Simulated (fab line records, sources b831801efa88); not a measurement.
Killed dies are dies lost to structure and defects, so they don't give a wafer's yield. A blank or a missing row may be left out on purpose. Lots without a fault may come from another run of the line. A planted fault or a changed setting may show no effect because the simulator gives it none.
Chamber matching | flow sky130 | SKY_PASSIVATION_CVD_02 on pecvd-04: 3 sister chambers
The step deposits Si3N4, target thk 540 nm. 20 wafers are shown with their chamber, then 10 later ones without.

WAFERS WITH THEIR CHAMBER
wafer  | chamber | heater_power_w (W)
L078.3 | 1       | 757
L078.5 | 1       | 792
L078.6 | 2       | 539
L079.1 | 0       | 946
L079.4 | 1       | 773
L079.6 | 0       | 959
L080.1 | 2       | 673
L080.3 | 0       | 1056
L080.5 | 0       | 1050
L081.1 | 0       | 1052
L081.2 | 2       | 615
L081.3 | 1       | 705
L082.1 | 2       | 578
L082.2 | 0       | 994
L082.3 | 1       | 744
L084.1 | 0       | 942
L084.3 | 2       | 598
L084.4 | 1       | 754
L086.3 | 0       | 1059
L086.4 | 0       | 1088

SIGNATURES (means of the wafers above)
reading        | chamber 0 | chamber 1 | chamber 2 | scatter within a chamber
heater_power_w | 1016.22   | 754.17    | 600.60    | 48.1
Rule: a wafer's distance from a chamber is the root of the sum, over the readings, of the square of ((its reading less the chamber's mean) divided by the reading's scatter). The wafer belongs to the nearest chamber; if the next one is less than 2 further off, it can't be placed. The scatter: the root of (the sum of the squares of (reading less its chamber's mean) over the shown wafers, divided by (wafers less chambers)).

WAFERS WITHOUT THEIR CHAMBER
wafer  | heater_power_w (W)
L086.6 | 744
L090.2 | 624
L090.5 | 785
L090.6 | 637
L094.3 | 691
L094.5 | 646
L094.6 | 757
L096.1 | 816
L096.3 | 614
L096.5 | 992

WHICH CHAMBER EACH WENT THROUGH
wafer  | from the rows above     | in truth
L086.6 | 1                       | 1
L090.2 | 2                       | 2
L090.5 | 1                       | 1
L090.6 | can't be placed: 2 or 1 | 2
L094.3 | can't be placed: 1 or 2 | 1
L094.5 | can't be placed: 2 or 1 | 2
L094.6 | 1                       | 1
L096.1 | 1                       | 1
L096.3 | 2                       | 2
L096.5 | 0                       | 0
Placed correctly: 7 of 10. Can't be placed from these rows: 3 (the true chamber is among the candidates in 3). Placed wrongly: 0.
